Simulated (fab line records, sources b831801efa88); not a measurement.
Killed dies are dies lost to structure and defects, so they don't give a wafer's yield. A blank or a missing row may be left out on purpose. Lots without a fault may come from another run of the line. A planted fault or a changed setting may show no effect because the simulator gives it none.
One fault seen from 2 desks | flow gf180mcu | each desk has only its own numbers; what lay behind them comes last

THE METROLOGY DESK
What the gauges read, lot by lot, whatever tool the lot ran on: means of the sampled wafers that have a number. A lot is out of limits, marked OUT, if its mean lies more than 4 standard deviations from the usual mean; the brackets give that distance.
Columns: A = V3_CVD_02_THK at GF_V3_THK_MEAS_03, usual 846 nm
lot  | first seen here | A
L339 | day 21 06:26    | 839
L341 | day 22 05:23    | 851
L342 | day 22 22:10    | 833
L343 | day 23 02:08    | 837
L347 | day 24 10:17    | 600 (-20) OUT
L350 | day 25 09:04    | 603 (-20) OUT
L355 | day 26 22:23    | 855
L358 | day 27 20:01    | 838
L359 | day 27 23:24    | 855
L360 | day 28 11:47    | 843
L361 | day 28 16:44    | 847
L362 | day 29 03:28    | 852
This desk's finding: out of limits on L347, L350; first on L347, day 24 10:17 (V3_CVD_02_THK at GF_V3_THK_MEAS_03). In limits: L339, L341, L342, L343, L355, L358, L359, L360, L361, L362.

THE TOOL OWNER'S DESK: pecvd-02
The tool's own readings at GF_V3_CVD_02 (deposits SiO2 from TEOS, target thk 850 nm, time 94.851 s): means of the sampled wafers that have a number, for each lot that ran on this tool. A lot is out of limits, marked OUT, if its mean lies more than 4 standard deviations from the usual mean; the brackets give that distance.
Columns: A = heater_power_w at GF_V3_CVD_02, usual 702 W
lot  | first seen here | A
L342 | day 22 22:04    | 675
L347 | day 24 10:11    | 655
L350 | day 25 09:00    | 660
L360 | day 28 11:43    | 679
L361 | day 28 16:40    | 666
L362 | day 29 03:23    | 755
This desk's finding: nothing out of limits on any of the 6 lots.

PUT TOGETHER
The metrology desk could have raised an alarm at day 24 10:17, on L347, L350.
The tool owner's desk saw nothing out of limits.
The tool owner's desk has L347, L350 on record, within its limits.
Of the lots named, all ran GF_V3_CVD_02 on pecvd-02.

WHAT THE SIMULATOR HAD PUT IN
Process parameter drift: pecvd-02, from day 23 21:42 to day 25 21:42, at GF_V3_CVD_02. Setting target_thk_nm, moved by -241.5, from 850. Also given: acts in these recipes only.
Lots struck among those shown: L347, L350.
Hours from the fault's start to each desk's first reading out of limits: the metrology desk, 13.
